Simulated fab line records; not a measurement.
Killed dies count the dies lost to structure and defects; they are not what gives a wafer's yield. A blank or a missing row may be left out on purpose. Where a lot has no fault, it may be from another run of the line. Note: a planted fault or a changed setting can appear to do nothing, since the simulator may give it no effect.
8D (eight disciplines) problem report, filled in by code + flow gf180mcu + the parts of the form that need people (team, actions taken, sign-off) are left out

1. THE ISSUE
Mean M1_ALCU_RS at GF_M1_RS_MEAS_05: 0.0828 ohm/sq over 6 wafers in 2 lots; fault-free wafers: 0.0694 ohm/sq, standard deviation 0.00076. That is +18 standard deviations from the usual mean.
The step: measures by four-point-probe.
First seen on wafer L139.2, day 20 19:40, on film_metro-01. At this step, 33 wafers from 11 lots have a number in the record. By rule, "out" or "out of limits" means more than 4 standard deviations away from the usual mean. Any other wafer with a number is counted as sound.

2. WHAT IT IS, WHAT IT ISN'T
| question                    | is                           | is not                                                                                 |
|-----------------------------|------------------------------|----------------------------------------------------------------------------------------|
| which readings at this step | M1_ALCU_RS                   | -                                                                                      |
| which lots                  | L139, L141                   | L129, L131, L135, L136, L138, L142, L148, L149, L150                                   |
| which wafers of those lots  | all that have a number       | -                                                                                      |
| read on which gauges        | film_metro-01, film_metro-02 | film_metro-04                                                                          |
| when                        | from day 20 19:40            | up to then (15 sound wafers); but 12 sound wafers of L142, L148, L149, L150 came after |

3. THE SUSPECTS, EACH WITH WHAT RULES IT OUT
Counting: a tool at any process step up to the reading remains a suspect when it ran all the lots that are out and ran no sound lot after the first of those.
- the gauge at GF_M1_RS_MEAS_05 is ruled out. Those wafers that are out were read across 2 gauges (film_metro-01, film_metro-02).
- pvd_sputter-04 at GF_M1_SPUTTER_02 (material AlCu, target thk 450 nm, time 23.9 s): ruled out as a lasting fault. After its first lot that is out, L139 (day 20 19:34), sound lots L148, L149 ran on it.
Left after counting: nothing in the record.

4. THE CAUSE (what the simulator had put in)
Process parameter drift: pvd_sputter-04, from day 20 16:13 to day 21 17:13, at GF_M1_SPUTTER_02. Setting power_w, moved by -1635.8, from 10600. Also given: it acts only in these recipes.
The count ruled it out by mistake, since the rule takes a fault to strike every lot its tool runs from the start of the fault on, and this one did not do so.

5. THE CHAIN OF EFFECTS, in route order
Each row: a reading where the mean over the struck wafers with a number is more than 3 standard deviations away from the usual. Only readings for which the record gives a usual standard deviation are gone through. hours: the time from each lot's start at the first step in this table that gives one to its start at this step, as a median over the lots. sigmas: the change in usual standard deviations.
| hours | step              | reading            | usual         | on struck wafers | change  | sigmas      |
|-------|-------------------|--------------------|---------------|------------------|---------|-------------|
| 0     | GF_M1_SPUTTER_02  | cathode_dc_power_W | 10600 W       | 8964             | -1636   | -99 or more |
| 0     | GF_M1_RS_MEAS_05  | M1_ALCU_RS         | 0.0694 ohm/sq | 0.0828           | +0.0134 | +18         |
| 0     | GF_M1_THK_MEAS_06 | M1_ALCU_THK        | 455 nm        | 382              | -73     | -14         |
Process steps it contains:
- GF_M1_SPUTTER_02: material AlCu, target thk 450 nm, time 23.9 s.
Later steps that measure or inspect, where all struck wafers having a row at the step show a number for every such reading and not one has moved that far: GF_M1_OVL_MEAS_15.

6. WHAT WOULD HAVE CAUGHT IT SOONER
3 hours passed between the start of the fault at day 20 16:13 and the first reading out of limits at a measuring or inspecting step in this record, taken at day 20 19:40.
The tool's own readings at GF_M1_SPUTTER_02 were out on every struck wafer that the step has a row for (cathode_dc_power_W): an alarm limit on them would have fired on the first of those.
